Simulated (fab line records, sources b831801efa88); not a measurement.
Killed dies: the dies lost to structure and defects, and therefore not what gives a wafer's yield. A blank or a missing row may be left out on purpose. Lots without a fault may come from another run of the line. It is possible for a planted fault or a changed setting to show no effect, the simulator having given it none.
fab line records ; flow gf180mcu ; part 2 of 2: steps 28 to 38 of 38
[record] lots = 5; wafers = 15; lastDay = 33
route steps=602 shown M2@362 V2@382
lots that met no fault: from a run of the same line without faults
startH: the number of hours between the record's first day and the start of the first shown wafer of the lot ; waitH: how many hours have passed since the lot's step before this one ; " repeats the value in the row above ; L1.1+2: several wafers, shown together as one row ; - either no value or no given start ; * or withheld: withheld ; < > ~ a bound
route shown NAME@n: a module of which the file shows steps, and the number in the route of the first ; usual: average and standard deviation across the fault-free wafers ; same: alike in all rows ; chamber/n: place in a boat ; sites: each site's reading ; _std_site: the standard deviation of these ; _edge_site: inner sites' mean taken away from outer sites' mean ; radiusMm: for every site, how far away it sits from the centre of the wafer ; mask NAME#n: copy n ; behind: the last tool/chamber to shape the wafer ; hold: cause of the lot's hold/its duration in hours/its outcome ; device: names the non-switching transistor (n, p or np) ; end of line: the route-end tests of the same wafers ; a step given without rows: its recipe and nothing more ; killed: at the first sort, the dies lost to defects and structure; wafer yield is something else ; map: a wafer's dies, marking killed ones x, the rest . and places with no die _
set.NAME: setting as actually run; set.NAME@STEP: the setting as run at that earlier step ; model.NAME: the simulator's own value behind a step, which no gauge read
certain route steps with their lots: each step a table, each wafer a row
services: when a tool's chamber went out of use (startH, in hours from the record's first day, below 0 if earlier), for how many hours, and the reason
[[steps]]
[step GF_V2_HMDS_07]
[recipe] primeTimeS = 60; primeTempC = 120
lot.wafer;tool;chamber;startH;waitH
L079.1+5+6;lithoTrack-02;0;487.51;0.1
L090.3+4+6;lithoTrack-04;0;586.77;0.1
L089.1+5+6;lithoTrack-04;0;588.67;0.1
L091.1+2+6;lithoTrack-02;0;595.36;0.1
L093.3+5+6;lithoTrack-03;0;609.48;0.1
[step GF_V2_COAT_08]
[recipe] resist = BARC; tempC = withheld; timeS = withheld; spinRpm = withheld; resistThkNm = withheld
lot.wafer;tool;chamber;startH;waitH
L079.1+5+6;lithoTrack-02;0;487.66;0.1
L090.3+4+6;lithoTrack-04;0;586.92;0.1
L089.1+5+6;lithoTrack-04;0;588.82;0.1
L091.1+2+6;lithoTrack-02;0;595.51;0.1
L093.3+5+6;lithoTrack-03;0;609.63;0.1
[step GF_V2_COAT_09]
[recipe] resist = KrF; spinRpm = withheld; resistThkNm = 1000
lot.wafer;tool;chamber;startH;waitH
L079.1+5+6;lithoTrack-02;0;-;-
L090.3+4+6;lithoTrack-04;0;-;-
L089.1+5+6;lithoTrack-04;0;-;-
L091.1+2+6;lithoTrack-02;0;-;-
L093.3+5+6;lithoTrack-03;0;-;-
[step GF_V2_SOFTBAKE_10]
[recipe] tempC = 130; timeS = 60; resist = KrF
[usual] plateTempC = 129.99/0.14
lot.wafer;tool;chamber;startH;waitH;plateTempC
L079.1;lithoTrack-02;0;-;-;130.10
L079.5;lithoTrack-02;0;-;-;130.04
L079.6;lithoTrack-02;0;-;-;130.16
L090.3;lithoTrack-04;0;-;-;130.06
L090.4;lithoTrack-04;0;-;-;130.03
L090.6;lithoTrack-04;0;-;-;129.95
L089.1;lithoTrack-04;0;-;-;130.14
L089.5;lithoTrack-04;0;-;-;129.93
L089.6;lithoTrack-04;0;-;-;129.86
L091.1;lithoTrack-02;0;-;-;129.72
L091.2;lithoTrack-02;0;-;-;130.04
L091.6;lithoTrack-02;0;-;-;129.91
L093.3;lithoTrack-03;0;-;-;130.28
L093.5;lithoTrack-03;0;-;-;129.82
L093.6;lithoTrack-03;0;-;-;129.97
[step GF_V2_EXPOSE_11]
[recipe] maskId = Via2; targetCdNm = 260; na = 0.68; sourceShape = conventional; sigmaOuter = 0.6; doseMj = 38
[usual] focusOffsetNm = 0.0/0.56
lot.wafer;tool;chamber;startH;waitH;mask;focusOffsetNm
L079.1;krfScanner-02;0;-;-;Via2#0;0.1
L079.5;krfScanner-02;0;-;-;Via2#0;0.1
L079.6;krfScanner-02;0;-;-;Via2#0;-0.5
L090.3;krfScanner-02;0;-;-;Via2#0;0.7
L090.4;krfScanner-02;0;-;-;Via2#0;0.6
L090.6;krfScanner-02;0;-;-;Via2#0;0.6
L089.1;krfScanner-02;0;-;-;Via2#0;0.6
L089.5;krfScanner-02;0;-;-;Via2#0;0.2
L089.6;krfScanner-02;0;-;-;Via2#0;-0.7
L091.1;krfScanner-02;0;-;-;Via2#0;0.6
L091.2;krfScanner-02;0;-;-;Via2#0;-0.2
L091.6;krfScanner-02;0;-;-;Via2#0;0.3
L093.3;krfScanner-02;0;-;-;Via2#0;-0.4
L093.5;krfScanner-02;0;-;-;Via2#0;0.3
L093.6;krfScanner-02;0;-;-;Via2#0;-0.2
[step GF_V2_PEB_12]
[recipe] pebTempC = 135; pebTimeS = 90; resist = KrF
[usual] plateTempC = 135.00/0.13
lot.wafer;tool;chamber;startH;waitH;plateTempC
L079.1;lithoTrack-02;0;-;-;135.18
L079.5;lithoTrack-02;0;-;-;135.09
L079.6;lithoTrack-02;0;-;-;135.11
L090.3;lithoTrack-04;0;-;-;134.92
L090.4;lithoTrack-04;0;-;-;135.25
L090.6;lithoTrack-04;0;-;-;135.01
L089.1;lithoTrack-04;0;-;-;135.10
L089.5;lithoTrack-04;0;-;-;134.97
L089.6;lithoTrack-04;0;-;-;134.95
L091.1;lithoTrack-02;0;-;-;134.77
L091.2;lithoTrack-02;0;-;-;135.16
L091.6;lithoTrack-02;0;-;-;134.94
L093.3;lithoTrack-02;0;-;-;134.98
L093.5;lithoTrack-02;0;-;-;134.97
L093.6;lithoTrack-02;0;-;-;135.03
[step GF_V2_DEVELOP_13]
[recipe] developTimeS = 60; resist = KrF; devTempC = 21
lot.wafer;tool;chamber;startH;waitH
L079.1+5+6;lithoTrack-02;0;500.16;0.2
L090.3+4+6;lithoTrack-04;0;597.37;0.1
L089.1+5+6;lithoTrack-04;0;598.87;0.2
L091.1+2+6;lithoTrack-02;0;606.51;0.2
L093.3+5+6;lithoTrack-02;0;619.81;0.1
[step GF_V2_CD_MEAS_14]
[recipe] targetCdNm = 260
[usual] cdNm = 259.6/1.2
lot.wafer;tool;chamber;startH;waitH;cdNm
L079.1;cdSem-01;-;500.31;0.1;260.5
L079.5;cdSem-01;-;500.31;0.1;261.0
L079.6;cdSem-01;-;500.31;0.1;260.3
L090.3;cdSem-01;-;597.51;0.1;260.4
L090.4;cdSem-01;-;597.51;0.1;258.1
L090.6;cdSem-01;-;597.51;0.1;260.8
L089.1;cdSem-01;-;599.02;0.1;260.4
L089.5;cdSem-01;-;599.02;0.1;261.2
L089.6;cdSem-01;-;599.02;0.1;261.0
L091.1;cdSem-02;-;606.66;0.1;259.2
L091.2;cdSem-02;-;606.66;0.1;259.0
L091.6;cdSem-02;-;606.66;0.1;258.5
L093.3;cdSem-02;-;619.95;0.1;258.7
L093.5;cdSem-02;-;619.95;0.1;260.1
L093.6;cdSem-02;-;619.95;0.1;260.0
[step GF_V2_OVL_MEAS_15]
[usual] V2_OVL = 0/6.2
lot.wafer;tool;chamber;startH;waitH;V2_OVL[nm]
L079.1;overlay-02;-;500.43;0.1;-8
L079.5;overlay-02;-;500.43;0.1;-4
L079.6;overlay-02;-;500.43;0.1;-7
L090.3;overlay-01;-;597.61;0.1;-10
L090.4;overlay-01;-;597.61;0.1;-11
L090.6;overlay-01;-;597.61;0.1;-10
L089.1;overlay-02;-;599.14;0.1;2
L089.5;overlay-02;-;599.14;0.1;3
L089.6;overlay-02;-;599.14;0.1;7
L091.1;overlay-01;-;606.78;0.1;2
L091.2;overlay-01;-;606.78;0.1;-2
L091.6;overlay-01;-;606.78;0.1;-1
L093.3;overlay-01;-;620.04;0.1;-5
L093.5;overlay-01;-;620.04;0.1;-10
L093.6;overlay-01;-;620.04;0.1;-9
[step GF_V2_ETCH_16]
[recipe] chemistry = N2/H2; targetDepthA = withheld; overetchA = withheld; timeS = withheld; target = BARC; ionEnergyEv = 200; sourceW = 500; biasW = 100; pressureMtorr = 30; n2FlowSccm = 100; h2FlowSccm = 200
[usual] drypumpMotorCurrentA = 5.6/0.51; h2FlowSccm = 200.1/0.66; oesProductAu = 0.853/0.0049; throttleValvePct = 13.226/0.0091
lot.wafer;tool;chamber;startH;waitH;drypumpMotorCurrentA;h2FlowSccm;oesProductAu;throttleValvePct
L079.1;rieDiel-02;2;500.47;0.0;5.8;200.0;0.859;13.232
L079.5;rieDiel-02;3;500.47;0.0;4.8;200.0;0.858;13.229
L079.6;rieDiel-02;0;500.47;0.0;6.2;199.5;0.860;13.223
L090.3;rieDiel-02;0;597.63;0.0;6.2;200.0;0.844;13.226
L090.4;rieDiel-02;1;597.63;0.0;5.1;200.1;0.857;13.226
L090.6;rieDiel-02;3;597.63;0.0;4.7;199.5;0.845;13.218
L089.1;rieDiel-04;0;599.18;0.0;5.3;199.8;0.851;13.232
L089.5;rieDiel-04;0;599.18;0.0;5.3;199.6;0.859;13.224
L089.6;rieDiel-04;1;599.18;0.0;5.7;199.1;0.856;13.235
L091.1;rieDiel-02;1;606.82;0.0;5.1;198.7;0.849;13.216
L091.2;rieDiel-02;0;606.82;0.0;6.2;200.0;0.854;13.228
L091.6;rieDiel-02;0;606.82;0.0;6.2;200.0;0.848;13.225
L093.3;rieDiel-02;1;620.07;0.0;5.1;200.7;0.854;13.234
L093.5;rieDiel-02;2;620.07;0.0;5.8;199.4;0.860;13.236
L093.6;rieDiel-02;1;620.07;0.0;5.1;199.9;0.849;13.216
[step GF_V2_ETCH_17]
[recipe] chemistry = C4F8/O2/Ar; maskMaterial = KrF; target = SiO2; stopOn = TiN; sourceW = 1500; biasW = 1200; pressureMtorr = 40; c4f8FlowSccm = withheld; O2_flow_sccm = 6; Ar_flow_sccm = 300; timeS = withheld; targetDepthA = 6300
[usual] oesProductAu = 0.856/0.0047
lot.wafer;tool;chamber;startH;waitH;oesProductAu
L079.1;rieDiel-02;2;-;-;0.852
L079.5;rieDiel-02;3;-;-;0.853
L079.6;rieDiel-02;0;-;-;0.860
L090.3;rieDiel-02;0;-;-;0.850
L090.4;rieDiel-02;1;-;-;0.842
L090.6;rieDiel-02;3;-;-;0.856
L089.1;rieDiel-04;0;-;-;0.855
L089.5;rieDiel-04;0;-;-;0.859
L089.6;rieDiel-04;1;-;-;0.856
L091.1;rieDiel-02;1;-;-;0.848
L091.2;rieDiel-02;0;-;-;0.852
L091.6;rieDiel-02;0;-;-;0.860
L093.3;rieDiel-02;1;-;-;0.854
L093.5;rieDiel-02;2;-;-;0.852
L093.6;rieDiel-02;1;-;-;0.858
[[services]]
tool;chamber;startH;hours;kind
rieDiel-02;1;448.62;3.3;repair
rieDiel-02;-;449.51;1.3;repair
hdpcvd-02;-;449.96;2.9;repair
rieDiel-02;0;459.95;22.9;repair
wetBench-01;-;485.12;6.3;repair
hdpcvd-02;1;498.14;12.5;repair
cmp-02;-;505.62;4.6;pm
rieDiel-02;2;513.68;5.0;repair
hdpcvd-02;2;515.55;3.8;repair
krfScanner-02;-;516.31;1.0;pm
pvdSputter-01;-;518.69;1.6;repair
krfScanner-02;-;532.29;1.6;repair
hdpcvd-02;-;539.25;15.0;pm
krfScanner-02;-;541.46;1.0;repair
pvdSputter-01;-;541.92;3.5;repair
krfScanner-02;-;542.44;4.0;pm
wetBench-03;-;554.06;6.4;repair
cmp-02;-;554.23;3.8;repair
rieDiel-02;0;555.97;4.4;repair
krfScanner-02;-;557.86;0.2;repair
hdpcvd-02;0;558.34;5.0;repair
krfScanner-02;-;559.09;1.3;pm
krfScanner-02;-;590.98;0.8;pm
krfScanner-02;-;593.71;0.8;repair
